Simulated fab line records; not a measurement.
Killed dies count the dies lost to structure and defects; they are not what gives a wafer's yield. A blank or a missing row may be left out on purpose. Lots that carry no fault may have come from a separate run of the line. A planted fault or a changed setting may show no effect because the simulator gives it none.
Which tool did it? + flow sky130 + 12 lots with 36 wafers sampled at 5 steps, on a route of 708 steps

WHAT THE GAUGES SHOWED, per wafer
SKY_VT_ADJUST_HVTR_OVL_MEAS_08.
| lot  | measured     | on         | VT_ADJUST_HVTR_OVL (nm) |
|------|--------------|------------|-------------------------|
| L784 | day 9 14:27  | overlay-02 | 2.0 1.2 3.2             |
| L785 | day 10 02:51 | overlay-02 | -0.9 0.8 1.0            |
| L786 | day 10 12:14 | overlay-01 | 1.9 0.9 1.4             |
| L787 | day 10 14:37 | overlay-02 | 2.0 0.7 1.6             |
| L788 | day 10 22:26 | overlay-01 | -2.2 -2.4 0.6           |
| L789 | day 11 06:25 | overlay-01 | -1.0 -1.4 -2.3          |
| L790 | day 11 13:08 | overlay-02 | 2.0 2.0 2.3             |
| L791 | day 11 17:52 | overlay-01 | 1.8 0.4 -0.7            |
| L800 | day 14 07:18 | overlay-01 | -0.6 2.3 0.8            |
| L801 | day 14 14:12 | overlay-01 | 1.5 1.6 1.7             |
| L803 | day 15 02:22 | overlay-02 | 1.8 1.2 2.2             |
| L807 | day 16 08:40 | overlay-02 | 1.7 -0.5 0.2            |

SKY_SONOS_TUNNEL_CD_MEAS_07: target cd 410 nm.
| lot  | measured     | on        | cd nm (nm)        |
|------|--------------|-----------|-------------------|
| L784 | day 11 11:55 | cd sem-01 | 410.3 408.6 409.3 |
| L785 | day 11 23:59 | cd sem-01 | 407.8 407.8 410.1 |
| L786 | day 12 10:34 | cd sem-01 | 403.2 403.8 405.1 |
| L787 | day 12 11:44 | cd sem-02 | 408.4 407.9 408.1 |
| L788 | day 12 19:13 | cd sem-02 | 408.8 410.3 409.0 |
| L789 | day 13 04:08 | cd sem-01 | 404.1 405.0 405.4 |
| L790 | day 13 12:32 | cd sem-01 | 410.6 411.9 410.3 |
| L791 | day 13 18:01 | cd sem-01 | 411.2 410.4 411.5 |
| L800 | day 16 14:02 | cd sem-01 | 283.5 412.8 412.2 |
| L801 | day 16 21:10 | cd sem-02 | 406.2 405.9 278.3 |
| L803 | day 17 11:09 | cd sem-02 | 411.3 410.4 410.3 |
| L807 | day 18 19:05 | cd sem-01 | 412.2 412.4 410.1 |

TOOL THAT RAN EACH LOT (tool first, then ch and the chambers of the sampled wafers, then the start)
| lot  | SKY_VT_ADJUST_LVTN_STRIP_20          | SKY_VT_ADJUST_PCH_STRIP_09           | SKY_SONOS_TUNNEL_DEVELOP_06       |
|------|--------------------------------------|--------------------------------------|-----------------------------------|
| L784 | plasma asher-04 ch 0,1, day 7 20:14  | plasma asher-02 ch 0,1, day 10 13:46 | litho track-02 ch 0, day 11 11:46 |
| L785 | plasma asher-03 ch 0,1, day 8 07:17  | plasma asher-03 ch 0,1, day 11 01:22 | litho track-03 ch 0, day 11 23:50 |
| L786 | plasma asher-04 ch 0,1, day 8 15:18  | plasma asher-03 ch 0,1, day 11 11:26 | litho track-01 ch 0, day 12 10:25 |
| L787 | plasma asher-03 ch 0,1, day 8 18:36  | plasma asher-02 ch 0,1, day 11 12:54 | litho track-02 ch 0, day 12 11:35 |
| L788 | plasma asher-01 ch 0,1, day 9 01:11  | plasma asher-02 ch 0,1, day 11 20:15 | litho track-03 ch 0, day 12 19:04 |
| L789 | plasma asher-04 ch 0,1, day 9 09:27  | plasma asher-01 ch 0,1, day 12 05:09 | litho track-03 ch 0, day 13 03:59 |
| L790 | plasma asher-04 ch 0,1, day 9 15:08  | plasma asher-02 ch 0,1, day 12 12:18 | litho track-01 ch 0, day 13 12:23 |
| L791 | plasma asher-01 ch 0,1, day 9 21:44  | plasma asher-03 ch 0,1, day 12 17:11 | litho track-01 ch 0, day 13 17:52 |
| L800 | plasma asher-04 ch 0,1, day 12 06:49 | plasma asher-02 ch 0,1, day 15 10:21 | litho track-01 ch 0, day 16 13:53 |
| L801 | plasma asher-01 ch 1, day 12 12:36   | plasma asher-02 ch 0, day 15 17:16   | litho track-01 ch 0, day 16 21:01 |
| L803 | plasma asher-01 ch 0,1, day 12 22:49 | plasma asher-01 ch 0,1, day 16 06:44 | litho track-03 ch 0, day 17 11:01 |
| L807 | plasma asher-04 ch 0,1, day 14 02:59 | plasma asher-02 ch 0,1, day 17 12:55 | litho track-02 ch 0, day 18 18:56 |
- SKY_VT_ADJUST_LVTN_STRIP_20: strips in O2/N2.
- SKY_VT_ADJUST_PCH_STRIP_09: strips in O2/N2.
- SKY_SONOS_TUNNEL_DEVELOP_06: develop time 60 s.

WHAT THE TOOLS THEMSELVES READ (means of the sampled wafers that have a number; where no wafer has one, the mark that the record gives instead)
SKY_VT_ADJUST_LVTN_STRIP_20.
| lot  | tool            | drypump motor current A (A) | oes product au (a.u.) | strip time to endpoint s (s) |
|------|-----------------|-----------------------------|-----------------------|------------------------------|
| L784 | plasma asher-04 | 5.6                         | 0.717                 | 14.22                        |
| L785 | plasma asher-03 | 6.4                         | 0.717                 | 14.14                        |
| L786 | plasma asher-04 | 5.6                         | 0.716                 | 14.18                        |
| L787 | plasma asher-03 | 6.4                         | 0.715                 | 14.22                        |
| L788 | plasma asher-01 | 5.4                         | 0.715                 | 14.22                        |
| L789 | plasma asher-04 | 5.9                         | 0.716                 | 14.22                        |
| L790 | plasma asher-04 | 5.6                         | 0.717                 | 14.16                        |
| L791 | plasma asher-01 | 5.5                         | 0.713                 | 14.22                        |
| L800 | plasma asher-04 | 5.9                         | 0.715                 | 14.16                        |
| L801 | plasma asher-01 | 5.7                         | 0.717                 | 14.19                        |
| L803 | plasma asher-01 | 5.5                         | 0.715                 | 14.15                        |
| L807 | plasma asher-04 | 5.6                         | 0.717                 | 14.17                        |

SKY_VT_ADJUST_PCH_STRIP_09.
| lot  | tool            | drypump motor current A (A) | oes product au (a.u.) | strip time to endpoint s (s) |
|------|-----------------|-----------------------------|-----------------------|------------------------------|
| L784 | plasma asher-02 | 6.0                         | 0.725                 | 37.07                        |
| L785 | plasma asher-03 | 6.4                         | 0.726                 | 36.71                        |
| L786 | plasma asher-03 | 6.3                         | 0.717                 | 36.90                        |
| L787 | plasma asher-02 | 5.8                         | 0.719                 | 36.77                        |
| L788 | plasma asher-02 | 5.8                         | 0.723                 | 36.86                        |
| L789 | plasma asher-01 | 5.4                         | 0.725                 | 36.89                        |
| L790 | plasma asher-02 | 5.8                         | 0.722                 | 36.88                        |
| L791 | plasma asher-03 | 6.3                         | 0.720                 | 36.86                        |
| L800 | plasma asher-02 | 6.0                         | 0.724                 | 36.92                        |
| L801 | plasma asher-02 | 5.7                         | 0.723                 | 37.00                        |
| L803 | plasma asher-01 | 5.5                         | 0.719                 | 36.97                        |
| L807 | plasma asher-02 | 6.0                         | 0.722                 | 37.00                        |

SKY_SONOS_TUNNEL_DEVELOP_06.
| lot  | tool           | chill plate temp C (C) |
|------|----------------|------------------------|
| L784 | litho track-02 | 23.09                  |
| L785 | litho track-03 | 22.95                  |
| L786 | litho track-01 | 22.99                  |
| L787 | litho track-02 | 23.04                  |
| L788 | litho track-03 | 23.06                  |
| L789 | litho track-03 | 23.11                  |
| L790 | litho track-01 | 22.90                  |
| L791 | litho track-01 | 22.90                  |
| L800 | litho track-01 | 22.93                  |
| L801 | litho track-01 | 23.02                  |
| L803 | litho track-03 | 22.99                  |
| L807 | litho track-02 | 23.00                  |

THE ANSWER, worked out from the rows above alone
Rule: the usual values come from the lots themselves. Put in order of their means at a reading, lots are off if they are a third of the lots or fewer, leave a main group of 4 or more, and stand apart from it by a gap of 3 or more times the standard deviation of the main group's means; of several such gaps the widest counts. A main group whose means are all the same, to the digits that the tables above print for the reading, isn't used. Also off: a lot with no number at a reading for which 4 or more lots have one. Any other lot the step has rows for is counted as sound. First the gauges in route order, then the tools' own readings, where a lot's mean is used as printed above. At the first step where some lot is off, the reading lying furthest off is the one used; lots without a number count as furthest.
Off: L800, L801 (SKY_SONOS_TUNNEL_CD_MEAS_07, cd nm). For the main group the mean is 408.9 nm and the standard deviation 2.5.
A tool fits if, at a process step before that reading, it ran every lot that is off, and no sound lot after the first of them. Gauges at SKY_SONOS_TUNNEL_CD_MEAS_07: tried the same way as those tools. One fits: SKY_SONOS_TUNNEL_DEVELOP_06 on litho track-01. A fault onset in the window from L791 (day 13 17:52, its last sound lot) to L800 (day 16 13:53, its first lot off) fits.

WHAT WAS PUT IN BY THE SIMULATOR
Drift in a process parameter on litho track-01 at SKY_SONOS_TUNNEL_DEVELOP_06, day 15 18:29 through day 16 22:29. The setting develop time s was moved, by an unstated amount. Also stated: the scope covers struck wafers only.
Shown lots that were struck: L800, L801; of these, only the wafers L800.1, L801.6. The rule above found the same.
